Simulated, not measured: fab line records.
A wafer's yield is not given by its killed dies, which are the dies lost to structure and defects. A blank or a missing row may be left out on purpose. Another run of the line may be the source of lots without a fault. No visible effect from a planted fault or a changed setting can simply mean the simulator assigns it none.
2 desks looking at one fault :: flow sky130 :: what lay behind the numbers comes last; until then each desk has only its own

AT THE METROLOGY DESK
What the gauges read, lot by lot, whatever tool the lot ran on: means of the sampled wafers that have a number. Any lot whose mean is over 4 standard deviations away from the usual mean is out of limits and marked OUT; that distance is given in the brackets.
Columns: A = VIA2_W_RS at SKY_VIA2_RS_MEAS_22, usual 0.272 ohm/sq; B = VIA2_W_THK at SKY_VIA2_THK_MEAS_23, usual 414 nm
lot: L154
first seen here: day 38 17:17
A: 0.274
B: 415

lot: L155
first seen here: day 38 18:58
A: 0.276
B: 413

lot: L160
first seen here: day 39 17:24
A: 0.271
B: 417

lot: L163
first seen here: day 40 12:27
A: 0.270
B: 412

lot: L165
first seen here: day 40 21:24
A: 0.274
B: 406

lot: L170
first seen here: day 42 21:21
A: 0.274
B: 403
This desk found nothing out of limits on any of the 6 lots.

FOR THE TOOL OWNER'S DESK: pvdSputter-04
The tool's own readings at SKY_METAL3_SPUTTER_04 (material TiN, target thk 70 nm, time 58.3 s): means of the sampled wafers that have a number, for each lot that ran on this tool. Any lot whose mean is over 4 standard deviations away from the usual mean is out of limits and marked OUT; that distance is given in the brackets.
Columns: A = throttleValvePct at SKY_METAL3_SPUTTER_04, usual 29.8 %
lot: L154
first seen here: day 38 17:52
A: 29.6

lot: L155
first seen here: day 38 19:32
A: 29.8

lot: L160
first seen here: day 39 18:07
A: 30.0
This desk found nothing out of limits on any of the 3 lots.

PUT TOGETHER
The metrology desk saw nothing out of limits.
Nothing out of limits was seen by the tool owner's desk.

WHAT WAS PUT IN BY THE SIMULATOR
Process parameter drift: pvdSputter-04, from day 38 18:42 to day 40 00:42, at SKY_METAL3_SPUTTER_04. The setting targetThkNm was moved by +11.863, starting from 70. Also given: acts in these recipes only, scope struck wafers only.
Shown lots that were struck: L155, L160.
